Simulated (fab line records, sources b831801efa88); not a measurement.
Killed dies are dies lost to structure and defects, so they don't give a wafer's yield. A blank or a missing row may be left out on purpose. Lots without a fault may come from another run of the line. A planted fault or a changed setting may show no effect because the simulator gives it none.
Which tool did it? | flow sfq_line | 13 lots, 39 wafers sampled, at 5 steps of a route of 325

WHAT THE GAUGES READ, wafer by wafer
SFQ_M8_OVL_MEAS_948. Usual: M8_OVL -4 nm, standard deviation 5.3.
lot  | measured     | on         | M8_OVL (nm) | flag
L647 | day 75 12:02 | overlay-02 | -11 -8 -3   |
L648 | day 75 14:27 | overlay-02 | -5 -7 -10   |
L649 | day 75 15:38 | overlay-02 | -6 -10 -13  |
L650 | day 75 21:38 | overlay-02 | -1 -3 -3    |
L651 | day 76 00:03 | overlay-02 | -2 -8 -13   |
L652 | day 76 02:26 | overlay-02 | 1 -8 -6     |
L654 | day 76 07:14 | overlay-02 | -10 -12 -10 |
L656 | day 83 06:04 | overlay-01 | 2 -4 -4     |
L657 | day 83 07:16 | overlay-02 | -1 5 0      |
L658 | day 83 09:40 | overlay-02 | -18 -8 -9   |
L666 | day 85 20:14 | overlay-02 | 3 6 7       |
L668 | day 86 09:26 | overlay-01 | -4 -4 3     |
L669 | day 86 10:46 | overlay-01 | 1 1 -1      |

WHICH TOOL RAN EACH LOT (tool, then ch and the chambers of the sampled wafers, then the start)
lot  | SFQ_TRILAYER_I2_DEP_PECVD_063   | SFQ_TRILAYER_I2_CMP_CMP_064   | SFQ_TRILAYER_I7_DEP_PECVD_183   | SFQ_TRILAYER_I7_METRO_MEASURE_185
L647 | pecvd-01 ch 0,2, day 28 20:15   | cmp-02 ch 0,3, day 29 11:39   | pecvd-03 ch 0,1,2, day 67 15:44 | film_metro-04, day 67 21:23
L648 | pecvd-03 ch 1,2, day 31 08:52   | cmp-01 ch 0,3, day 32 10:09   | pecvd-02 ch 0,1,2, day 67 16:56 | film_metro-02, day 67 22:56
L649 | pecvd-01 ch 0,1,2, day 31 17:16 | cmp-01 ch 0,1,3, day 32 19:09 | pecvd-04 ch 1,2, day 67 18:24   | film_metro-03, day 68 00:23
L650 | pecvd-01 ch 0,1, day 32 04:06   | cmp-01 ch 0,3, day 33 10:09   | pecvd-03 ch 0,1, day 67 19:20   | film_metro-04, day 68 01:44
L651 | pecvd-03 ch 0,1, day 32 10:31   | cmp-02 ch 2,3, day 33 17:43   | pecvd-02 ch 0,2, day 67 20:32   | film_metro-02, day 68 03:35
L652 | pecvd-03 ch 1,2, day 32 16:05   | cmp-01 ch 2,3, day 34 01:09   | pecvd-03 ch 0,2, day 67 22:56   | film_metro-03, day 68 06:23
L654 | pecvd-04 ch 0,1,2, day 33 00:29 | cmp-02 ch 0,2,3, day 34 20:38 | pecvd-03 ch 0,1,2, day 68 06:20 | film_metro-03, day 68 15:11
L656 | pecvd-04 ch 0,1, day 33 07:17   | cmp-01 ch 0,1,2, day 35 04:53 | pecvd-02 ch 0,1,2, day 78 23:07 | film_metro-04, day 79 08:11
L657 | pecvd-03 ch 0,1, day 33 15:10   | cmp-02 ch 2,3, day 35 11:38   | pecvd-03 ch 0,1,2, day 79 01:31 | film_metro-02, day 79 12:28
L658 | pecvd-04 ch 0,1, day 34 08:29   | cmp-01 ch 1,2, day 36 10:23   | pecvd-02 ch 1,2, day 79 02:43   | film_metro-03, day 79 13:59
L666 | pecvd-04 ch 0,1,2, day 43 16:33 | cmp-02 ch 0,1,3, day 43 19:05 | pecvd-02 ch 0,1,2, day 81 22:35 | film_metro-02, day 82 01:47
L668 | pecvd-01 ch 0,1,2, day 44 06:16 | cmp-01 ch 0,2,3, day 44 07:44 | pecvd-04 ch 0,1,2, day 82 07:26 | film_metro-02, day 82 12:45
L669 | pecvd-03 ch 0,1, day 44 20:40   | cmp-01 ch 1,2,3, day 44 23:44 | pecvd-03 ch 0,1, day 82 16:35   | film_metro-04, day 82 19:59
- SFQ_TRILAYER_I2_DEP_PECVD_063: deposits SiO2 from SiH4/N2O, time 111.11 s, target thk 500 nm.
- SFQ_TRILAYER_I2_CMP_CMP_064: polishes SiO2.
- SFQ_TRILAYER_I7_DEP_PECVD_183: deposits SiO2 from SiH4/N2O, time 111.11 s, target thk 500 nm.
- SFQ_TRILAYER_I7_METRO_MEASURE_185

WHAT THE TOOLS THEMSELVES READ (means of the sampled wafers that have a number; where no wafer has one, the mark that the record gives instead)
SFQ_TRILAYER_I2_DEP_PECVD_063. Usual: heater_power_w 82 W, standard deviation 13; rf_fwd_power_W 182.2 W, standard deviation 0.61; showerhead_vpp_V 853 V, standard deviation 41; throttle_valve_pct 24.6 %, standard deviation 1.
lot  | tool     | heater_power_w (W) | rf_fwd_power_W (W) | showerhead_vpp_V (V) | throttle_valve_pct (%) | flag
L647 | pecvd-01 | 69                 | 182.0              | 814                  | 26.5                   |
L648 | pecvd-03 | 82                 | 182.6              | 870                  | 24.6                   |
L649 | pecvd-01 | 80                 | 181.7              | 808                  | 25.5                   |
L650 | pecvd-01 | 70                 | 182.5              | 809                  | 24.8                   |
L651 | pecvd-03 | 83                 | 182.3              | 836                  | 25.1                   |
L652 | pecvd-03 | 89                 | 181.7              | 898                  | 24.5                   |
L654 | pecvd-04 | 87                 | 181.7              | 864                  | 24.3                   |
L656 | pecvd-04 | 83                 | 182.0              | 840                  | 24.7                   |
L657 | pecvd-03 | 75                 | 182.6              | 836                  | 24.8                   |
L658 | pecvd-04 | 80                 | 181.7              | 846                  | 24.9                   |
L666 | pecvd-04 | 73                 | 206.0              | 923                  | 25.1                   | OFF
L668 | pecvd-01 | 88                 | 181.9              | 816                  | 23.2                   |
L669 | pecvd-03 | 80                 | 182.8              | 840                  | 25.2                   |

SFQ_TRILAYER_I2_CMP_CMP_064. Usual: motor_current_A 10.3 A, standard deviation 1.1; time_to_endpoint_s 215 s, standard deviation 7.8.
lot  | tool   | motor_current_A (A) | time_to_endpoint_s (s) | flag
L647 | cmp-02 | 8.6                 | 209                    |
L648 | cmp-01 | 9.6                 | 217                    |
L649 | cmp-01 | 10.6                | 213                    |
L650 | cmp-01 | 10.5                | 227                    |
L651 | cmp-02 | 9.1                 | 218                    |
L652 | cmp-01 | 11.2                | 217                    |
L654 | cmp-02 | 9.6                 | 203                    |
L656 | cmp-01 | 11.0                | 221                    |
L657 | cmp-02 | 9.1                 | 211                    |
L658 | cmp-01 | 11.3                | 219                    |
L666 | cmp-02 | 9.3                 | 222                    |
L668 | cmp-01 | 10.5                | 210                    |
L669 | cmp-01 | 11.4                | 213                    |

SFQ_TRILAYER_I7_DEP_PECVD_183. Usual: heater_power_w 82 W, standard deviation 21; rf_fwd_power_W 182.2 W, standard deviation 0.63; showerhead_vpp_V 859 V, standard deviation 34; throttle_valve_pct 24.9 %, standard deviation 1.1.
lot  | tool     | heater_power_w (W) | rf_fwd_power_W (W) | showerhead_vpp_V (V) | throttle_valve_pct (%) | flag
L647 | pecvd-03 | 80                 | 181.8              | 867                  | 23.9                   |
L648 | pecvd-02 | 89                 | 182.4              | 849                  | 25.7                   |
L649 | pecvd-04 | 83                 | 181.8              | 869                  | 26.4                   |
L650 | pecvd-03 | 71                 | 182.5              | 840                  | 24.4                   |
L651 | pecvd-02 | 84                 | 181.6              | 856                  | 25.3                   |
L652 | pecvd-03 | 77                 | 182.8              | 891                  | 23.7                   |
L654 | pecvd-03 | 82                 | 182.1              | 865                  | 24.3                   |
L656 | pecvd-02 | 83                 | 182.4              | 841                  | 25.8                   |
L657 | pecvd-03 | 80                 | 182.1              | 869                  | 24.6                   |
L658 | pecvd-02 | 83                 | 182.7              | 834                  | 26.3                   |
L666 | pecvd-02 | 81                 | 182.2              | 848                  | 25.8                   |
L668 | pecvd-04 | 86                 | 181.8              | 860                  | 23.6                   |
L669 | pecvd-03 | 85                 | 181.9              | 845                  | 25.3                   |

SFQ_TRILAYER_I7_METRO_MEASURE_185. Usual: thk_nm 200.0 nm, standard deviation 1.1.
lot  | tool          | thk_nm (nm) | flag
L647 | film_metro-04 | 201.4       |
L648 | film_metro-02 | 200.6       |
L649 | film_metro-03 | 201.1       |
L650 | film_metro-04 | 200.3       |
L651 | film_metro-02 | 200.6       |
L652 | film_metro-03 | 198.7       |
L654 | film_metro-03 | 201.2       |
L656 | film_metro-04 | 199.4       |
L657 | film_metro-02 | 199.4       |
L658 | film_metro-03 | 199.4       |
L666 | film_metro-02 | 200.7       |
L668 | film_metro-02 | 199.9       |
L669 | film_metro-04 | 199.5       |

THE ANSWER, worked out from the rows above alone
Rule: a lot is off if the mean of its wafers that have a number lies more than 3 standard deviations from the usual mean. A lot without any number at a reading at which 4 lots or more have one is off too. The other lots that the step has rows for count as sound. The gauges are gone through in route order, then the tools' own readings, and for those a lot's mean is taken as printed above. The first step at which some lot is off is used, and at that step the reading that is off furthest; a lot without a number counts as furthest.
Off: L666, at SFQ_TRILAYER_I2_DEP_PECVD_063 (rf_fwd_power_W).
A tool fits if, at that step or a process step before it, it ran every lot that is off, and no sound lot after the first of them. One fits: pecvd-04 at SFQ_TRILAYER_I2_DEP_PECVD_063. Its last sound lot is L658 (day 34 08:29), its first lot that is off L666 (day 43 16:33): a fault that began between those two fits.
The tool's own readings at SFQ_TRILAYER_I2_DEP_PECVD_063 bear it out: on the lots that are off they differ by more than 5 times the standard deviation of the sound lots' means. rf_fwd_power_W reads 206.0 W there against 182.1 W on the sound lots.

WHAT THE SIMULATOR HAD PUT IN
Process parameter drift: pecvd-04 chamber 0, from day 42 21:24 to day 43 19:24, at SFQ_TRILAYER_I2_DEP_PECVD_063. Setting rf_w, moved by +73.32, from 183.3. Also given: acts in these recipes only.
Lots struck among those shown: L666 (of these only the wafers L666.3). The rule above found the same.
